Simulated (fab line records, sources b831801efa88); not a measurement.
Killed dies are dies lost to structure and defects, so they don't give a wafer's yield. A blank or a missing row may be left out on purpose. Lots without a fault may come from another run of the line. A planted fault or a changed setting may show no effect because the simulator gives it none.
Which tool did it? | flow sky130 | 24 lots, 72 wafers sampled, at 6 steps of a route of 708

WHAT THE GAUGES READ, wafer by wafer
SKY_SONOS_ONO_CD_MEAS_13: target cd 410 nm. Usual: cd_nm 409.8 nm, standard deviation 2.1.
lot  | measured     | on        | cd_nm (nm)        | flag
L074 | day 12 09:08 | cd_sem-02 | 405.8 404.4 405.0 |
L075 | day 12 16:56 | cd_sem-01 | 409.3 410.7 406.7 |
L076 | day 12 18:21 | cd_sem-01 | 411.5 409.8 409.5 |
L077 | day 13 05:18 | cd_sem-02 | 411.3 411.5 410.0 |
L078 | day 13 15:04 | cd_sem-02 | 412.6 411.7 413.7 |
L079 | day 14 02:10 | cd_sem-01 | 409.5 411.7 411.8 |
L080 | day 14 11:32 | cd_sem-02 | 408.9 409.0 410.6 |
L081 | day 14 11:42 | cd_sem-01 | 415.2 412.8 411.3 |
L082 | day 14 19:53 | cd_sem-02 | 409.8 410.5 410.3 |
L083 | day 15 12:34 | cd_sem-02 | 408.9 409.9 410.0 |
L084 | day 15 21:11 | cd_sem-02 | 409.4 408.7 409.5 |
L085 | day 16 02:52 | cd_sem-01 | 409.0 407.1 406.3 |
L090 | day 18 13:26 | cd_sem-02 | 408.5 409.2 408.1 |
L086 | day 18 15:17 | cd_sem-01 | 413.3 412.0 412.0 |
L087 | day 18 20:35 | cd_sem-02 | 406.4 409.1 408.0 |
L089 | day 18 20:54 | cd_sem-01 | 413.0 411.4 414.7 |
L088 | day 18 23:23 | cd_sem-01 | 406.9 407.1 407.3 |
L091 | day 18 23:39 | cd_sem-02 | 409.2 413.4 413.3 |
L092 | day 19 05:56 | cd_sem-02 | 409.1 408.7 410.2 |
L093 | day 19 10:59 | cd_sem-01 | 408.7 408.3 407.1 |
L094 | day 19 13:09 | cd_sem-01 | 413.6 413.3 412.4 |
L095 | day 19 20:07 | cd_sem-01 | 408.5 408.3 408.5 |
L096 | day 20 07:02 | cd_sem-02 | 410.9 411.2 409.6 |
L097 | day 20 14:54 | cd_sem-01 | 407.5 406.8 409.6 |

SKY_SD_N_RS_MEAS_18: measures by four-point-probe. Usual: RES_XHIGH_RS 333.1 ohm/sq, standard deviation 1.2.
lot  | measured     | on            | RES_XHIGH_RS (ohm/sq) | flag
L074 | day 27 19:38 | film_metro-03 | 332.5 332.9 333.1     |
L075 | day 27 22:07 | film_metro-01 | 333.3 332.9 333.9     |
L076 | day 28 00:50 | film_metro-01 | 331.2 331.2 332.9     |
L077 | day 28 10:19 | film_metro-01 | 333.2 332.4 333.6     |
L078 | day 28 23:59 | film_metro-04 | 333.1 333.5 333.3     |
L079 | day 29 08:53 | film_metro-01 | 334.8 334.2 334.0     |
L080 | day 29 21:55 | film_metro-04 | 331.6 331.9 332.2     |
L081 | day 29 18:25 | film_metro-01 | 332.2 331.7 332.1     |
L082 | day 30 08:45 | film_metro-01 | 331.2 332.2 333.1     |
L083 | day 30 19:36 | film_metro-03 | 334.1 334.5 335.0     |
L084 | day 31 05:41 | film_metro-04 | 332.3 332.8 332.2     |
L085 | day 31 18:33 | film_metro-03 | 333.6 333.4 333.0     |
L090 | day 33 17:40 | film_metro-01 | 333.2 333.6 334.2     |
L086 | day 33 19:52 | film_metro-01 | 332.2 331.4 330.1     |
L087 | day 34 00:49 | film_metro-04 | 332.9 333.1 333.2     |
L089 | day 34 04:38 | film_metro-01 | 332.6 333.7 333.0     |
L088 | day 34 02:56 | film_metro-03 | 333.7 332.9 333.3     |
L091 | day 34 06:28 | film_metro-04 | 336.5 333.8 335.3     |
L092 | day 34 11:41 | film_metro-03 | 332.4 331.4 333.7     |
L093 | day 34 12:55 | film_metro-01 | 334.4 332.5 333.1     |
L094 | day 34 20:17 | film_metro-04 | 335.0 334.8 334.4     |
L095 | day 34 20:56 | film_metro-04 | 332.4 331.7 332.9     |
L096 | day 35 07:52 | film_metro-01 | 334.0 333.6 334.3     |
L097 | day 35 13:56 | film_metro-04 | 334.9 335.1 334.0     |

SKY_VIA3_OVL_MEAS_13. Usual: VIA3_OVL 1 nm, standard deviation 5.4.
lot  | measured     | on         | VIA3_OVL (nm) | flag
L074 | day 39 14:04 | overlay-01 | 7 -3 2        |
L075 | day 39 18:38 | overlay-02 | 9 4 -2        |
L076 | day 39 18:59 | overlay-01 | 7 8 13        |
L077 | day 40 01:47 | overlay-01 | 4 8 15        |
L078 | day 40 14:41 | overlay-02 | 12 15 11      |
L079 | day 41 00:49 | overlay-01 | 7 0 11        |
L080 | day 41 11:02 | overlay-01 | 0 -3 -1       |
L081 | day 41 07:02 | overlay-01 | 6 3 -1        |
L082 | day 41 19:19 | overlay-02 | -3 2 -8       |
L083 | day 42 03:41 | overlay-02 | 2 0 -7        |
L084 | day 42 13:01 | overlay-02 | 0 0 -4        |
L085 | day 42 23:50 | overlay-01 | 2 3 10        |
L090 | day 44 13:19 | overlay-02 | -6 -3 -5      |
L086 | day 44 17:34 | overlay-01 | 0 9 3         |
L087 | day 44 22:37 | overlay-02 | 1 1 -2        |
L089 | day 45 00:29 | overlay-02 | -5 0 -11      |
L088 | day 44 22:40 | overlay-01 | 1 2 1         |
L091 | day 45 01:38 | overlay-01 | 5 1 0         |
L092 | day 45 05:40 | overlay-01 | -1 -2 -3      |
L093 | day 45 07:37 | overlay-01 | 3 -1 -6       |
L094 | day 45 12:01 | overlay-02 | 1 -2 1        |
L095 | day 45 11:40 | overlay-02 | 4 -6 -9       |
L096 | day 45 22:02 | overlay-02 | -2 2 3        |
L097 | day 46 02:44 | overlay-02 | 8 -1 8        |

WHICH TOOL RAN EACH LOT (tool, then ch and the chambers of the sampled wafers, then the start)
lot  | SKY_SONOS_ONO_ETCH_15              | SKY_LI_CONTACT_ETCH_14             | SKY_LI_CONTACT_SPUTTER_20
L074 | rie_diel-02 ch 0,1,2, day 12 09:18 | rie_diel-02 ch 0,2,3, day 29 00:11 | pvd_sputter-04, day 29 00:42
L075 | rie_diel-02 ch 1,2, day 12 17:02   | rie_diel-01 ch 0,2,3, day 29 03:13 | pvd_sputter-02, day 29 03:43
L076 | rie_diel-03 ch 0,1,2, day 12 18:28 | rie_diel-02 ch 0,1,2, day 29 05:40 | pvd_sputter-04, day 29 06:10
L077 | rie_diel-03 ch 0,2,3, day 13 05:28 | rie_diel-01 ch 0,1,3, day 29 14:44 | pvd_sputter-04, day 29 15:14
L078 | rie_diel-02 ch 0,1, day 13 15:10   | rie_diel-02 ch 1,2,3, day 30 04:49 | pvd_sputter-04, day 30 05:17
L079 | rie_diel-02 ch 0,1, day 14 02:18   | rie_diel-01 ch 0,1, day 30 13:26   | pvd_sputter-04, day 30 13:56
L080 | rie_diel-01 ch 0,1,3, day 14 11:41 | rie_diel-02 ch 1,3, day 31 02:34   | pvd_sputter-02, day 31 03:04
L081 | rie_diel-02 ch 1,2, day 14 11:52   | rie_diel-02 ch 0,3, day 30 22:50   | pvd_sputter-02, day 30 23:20
L082 | rie_diel-03 ch 0,1,3, day 14 20:03 | rie_diel-01 ch 0,2,3, day 31 13:05 | pvd_sputter-02, day 31 13:35
L083 | rie_diel-03 ch 0,2,3, day 15 12:42 | rie_diel-03 ch 0,2, day 32 00:04   | pvd_sputter-02, day 32 00:34
L084 | rie_diel-01 ch 0,2,3, day 15 21:21 | rie_diel-01 ch 1,2,3, day 32 09:29 | pvd_sputter-04, day 32 09:59
L085 | rie_diel-01 ch 0,2,3, day 16 03:01 | rie_diel-02 ch 0,1,2, day 32 23:23 | pvd_sputter-03, day 32 23:58
L090 | rie_diel-01 ch 0,1, day 18 13:35   | rie_diel-02 ch 0,2, day 34 22:06   | pvd_sputter-04, day 34 22:35
L086 | rie_diel-02 ch 0,2,3, day 18 15:26 | rie_diel-01 ch 0,2,3, day 35 00:03 | pvd_sputter-03, day 35 00:32
L087 | rie_diel-02 ch 0,2,3, day 18 20:44 | rie_diel-02 ch 0,2,3, day 35 05:27 | pvd_sputter-03, day 35 05:56
L089 | rie_diel-03 ch 1,2,3, day 18 21:02 | rie_diel-01 ch 0,1, day 35 08:30   | pvd_sputter-02, day 35 09:01
L088 | rie_diel-02 ch 0,2, day 18 23:32   | rie_diel-01 ch 0,2, day 35 06:38   | pvd_sputter-04, day 35 07:08
L091 | rie_diel-03 ch 2,3, day 18 23:49   | rie_diel-01 ch 1,2, day 35 10:32   | pvd_sputter-04, day 35 11:03
L092 | rie_diel-02 ch 1,2,3, day 19 06:05 | rie_diel-02 ch 0,1,2, day 35 15:21 | pvd_sputter-03, day 35 15:50
L093 | rie_diel-01 ch 1,2, day 19 11:08   | rie_diel-03 ch 0,1,3, day 35 16:50 | pvd_sputter-02, day 35 17:20
L094 | rie_diel-01 ch 1,2, day 19 13:17   | rie_diel-03 ch 0,2,3, day 35 23:07 | pvd_sputter-04, day 35 23:37
L095 | rie_diel-02 ch 2,3, day 19 20:17   | rie_diel-02 ch 0,3, day 35 23:51   | pvd_sputter-02, day 36 00:20
L096 | rie_diel-01 ch 1,2,3, day 20 07:11 | rie_diel-03 ch 0,1,2, day 36 10:20 | pvd_sputter-04, day 36 10:50
L097 | rie_diel-02 ch 0,2,3, day 20 15:01 | rie_diel-03 ch 0,2,3, day 36 16:18 | pvd_sputter-02, day 36 16:49
- SKY_SONOS_ONO_ETCH_15: etches the open film in CHF3/O2, target depth 19.52 nm, time 7.8 s.
- SKY_LI_CONTACT_ETCH_14: etches BARC in N2/H2, stops on SiO2, time 45.9 s, target depth 60 nm.
- SKY_LI_CONTACT_SPUTTER_20: material TiN, target thk 20 nm, time 80 s.

WHAT THE TOOLS THEMSELVES READ (means of the sampled wafers that have a number; where no wafer has one, the mark that the record gives instead)
SKY_SONOS_ONO_ETCH_15. Usual: drypump_motor_current_A 5.7 A, standard deviation 0.6; oes_product_au 0.998 a.u., standard deviation 0.0086; throttle_valve_pct 8.824 %, standard deviation 0.0095.
lot  | tool        | drypump_motor_current_A (A) | oes_product_au (a.u.) | throttle_valve_pct (%) | flag
L074 | rie_diel-02 | 5.6                         | 1.002                 | 8.823                  |
L075 | rie_diel-02 | 6.1                         | 1.006                 | 8.821                  |
L076 | rie_diel-03 | 5.3                         | 0.998                 | 8.832                  |
L077 | rie_diel-03 | 5.4                         | 1.000                 | 8.820                  |
L078 | rie_diel-02 | 5.3                         | 1.003                 | 8.823                  |
L079 | rie_diel-02 | 5.3                         | 0.996                 | 8.815                  |
L080 | rie_diel-01 | 6.2                         | 0.991                 | 8.824                  |
L081 | rie_diel-02 | 5.9                         | 1.002                 | 8.823                  |
L082 | rie_diel-03 | 5.4                         | 0.997                 | 8.830                  |
L083 | rie_diel-03 | 5.4                         | 0.995                 | 8.829                  |
L084 | rie_diel-01 | 6.0                         | 0.997                 | 8.826                  |
L085 | rie_diel-01 | 6.0                         | 1.006                 | 8.828                  |
L090 | rie_diel-01 | 6.4                         | 1.002                 | 8.821                  |
L086 | rie_diel-02 | 5.5                         | 0.993                 | 8.833                  |
L087 | rie_diel-02 | 5.5                         | 0.991                 | 8.832                  |
L089 | rie_diel-03 | 5.0                         | 1.002                 | 8.821                  |
L088 | rie_diel-02 | 5.4                         | 0.999                 | 8.839                  |
L091 | rie_diel-03 | 5.1                         | 1.002                 | 8.828                  |
L092 | rie_diel-02 | 6.1                         | 1.008                 | 8.823                  |
L093 | rie_diel-01 | 6.1                         | 0.992                 | 8.824                  |
L094 | rie_diel-01 | 5.9                         | 0.989                 | 8.818                  |
L095 | rie_diel-02 | 5.8                         | 1.002                 | 8.829                  |
L096 | rie_diel-01 | 5.9                         | 0.995                 | 8.816                  |
L097 | rie_diel-02 | 5.5                         | 0.997                 | 8.826                  |

SKY_LI_CONTACT_ETCH_14. Usual: drypump_motor_current_A 5.8 A, standard deviation 0.59; oes_product_au 0.854 a.u., standard deviation 0.0044; throttle_valve_pct 13.224 %, standard deviation 0.0094.
lot  | tool        | drypump_motor_current_A (A) | oes_product_au (a.u.) | throttle_valve_pct (%) | flag
L074 | rie_diel-02 | 5.5                         | 0.858                 | 13.225                 |
L075 | rie_diel-01 | 6.0                         | 0.861                 | 13.229                 |
L076 | rie_diel-02 | 5.6                         | 0.856                 | 13.223                 |
L077 | rie_diel-01 | 6.3                         | 0.851                 | 13.225                 |
L078 | rie_diel-02 | 6.1                         | 0.852                 | 13.225                 |
L079 | rie_diel-01 | 6.5                         | 0.854                 | 13.228                 |
L080 | rie_diel-02 | 6.2                         | 0.849                 | 13.229                 |
L081 | rie_diel-02 | 5.7                         | 0.854                 | 13.224                 |
L082 | rie_diel-01 | 6.0                         | 0.859                 | 13.221                 |
L083 | rie_diel-03 | 5.7                         | 0.850                 | 13.206                 |
L084 | rie_diel-01 | 5.9                         | 0.852                 | 13.228                 |
L085 | rie_diel-02 | 5.6                         | 0.858                 | 13.228                 |
L090 | rie_diel-02 | 5.1                         | 0.856                 | 13.231                 |
L086 | rie_diel-01 | 6.0                         | 0.854                 | 13.229                 |
L087 | rie_diel-02 | 5.5                         | 0.851                 | 13.237                 |
L089 | rie_diel-01 | 6.5                         | 0.851                 | 13.225                 |
L088 | rie_diel-01 | 6.3                         | 0.853                 | 13.224                 |
L091 | rie_diel-01 | 5.9                         | 0.854                 | 13.225                 |
L092 | rie_diel-02 | 5.6                         | 0.861                 | 13.223                 |
L093 | rie_diel-03 | 5.5                         | 0.851                 | 13.220                 |
L094 | rie_diel-03 | 5.4                         | 0.856                 | 13.227                 |
L095 | rie_diel-02 | 5.7                         | 0.854                 | 13.227                 |
L096 | rie_diel-03 | 5.3                         | 0.854                 | 13.219                 |
L097 | rie_diel-03 | 5.4                         | 0.856                 | 13.224                 |

SKY_LI_CONTACT_SPUTTER_20. Usual: throttle_valve_pct 30.0 %, standard deviation 0.78.
lot  | tool           | throttle_valve_pct (%) | flag
L074 | pvd_sputter-04 | 29.6                   |
L075 | pvd_sputter-02 | 30.2                   |
L076 | pvd_sputter-04 | 30.3                   |
L077 | pvd_sputter-04 | 29.9                   |
L078 | pvd_sputter-04 | 29.9                   |
L079 | pvd_sputter-04 | 30.7                   |
L080 | pvd_sputter-02 | 29.7                   |
L081 | pvd_sputter-02 | 30.2                   |
L082 | pvd_sputter-02 | 30.2                   |
L083 | pvd_sputter-02 | 30.0                   |
L084 | pvd_sputter-04 | 29.9                   |
L085 | pvd_sputter-03 | 29.7                   |
L090 | pvd_sputter-04 | 30.6                   |
L086 | pvd_sputter-03 | 29.6                   |
L087 | pvd_sputter-03 | 30.0                   |
L089 | pvd_sputter-02 | 29.6                   |
L088 | pvd_sputter-04 | 29.9                   |
L091 | pvd_sputter-04 | 29.7                   |
L092 | pvd_sputter-03 | 29.7                   |
L093 | pvd_sputter-02 | 29.8                   |
L094 | pvd_sputter-04 | 30.4                   |
L095 | pvd_sputter-02 | 29.5                   |
L096 | pvd_sputter-04 | 29.9                   |
L097 | pvd_sputter-02 | 29.8                   |

THE ANSWER, worked out from the rows above alone
Rule: a lot is off if the mean of its wafers that have a number lies more than 3 standard deviations from the usual mean. A lot without any number at a reading at which 4 lots or more have one is off too. The other lots that the step has rows for count as sound. The gauges are gone through in route order, then the tools' own readings, and for those a lot's mean is taken as printed above. The first step at which some lot is off is used, and at that step the reading that is off furthest; a lot without a number counts as furthest.
No lot is off at any reading shown: from this, nothing can be told.

WHAT THE SIMULATOR HAD PUT IN
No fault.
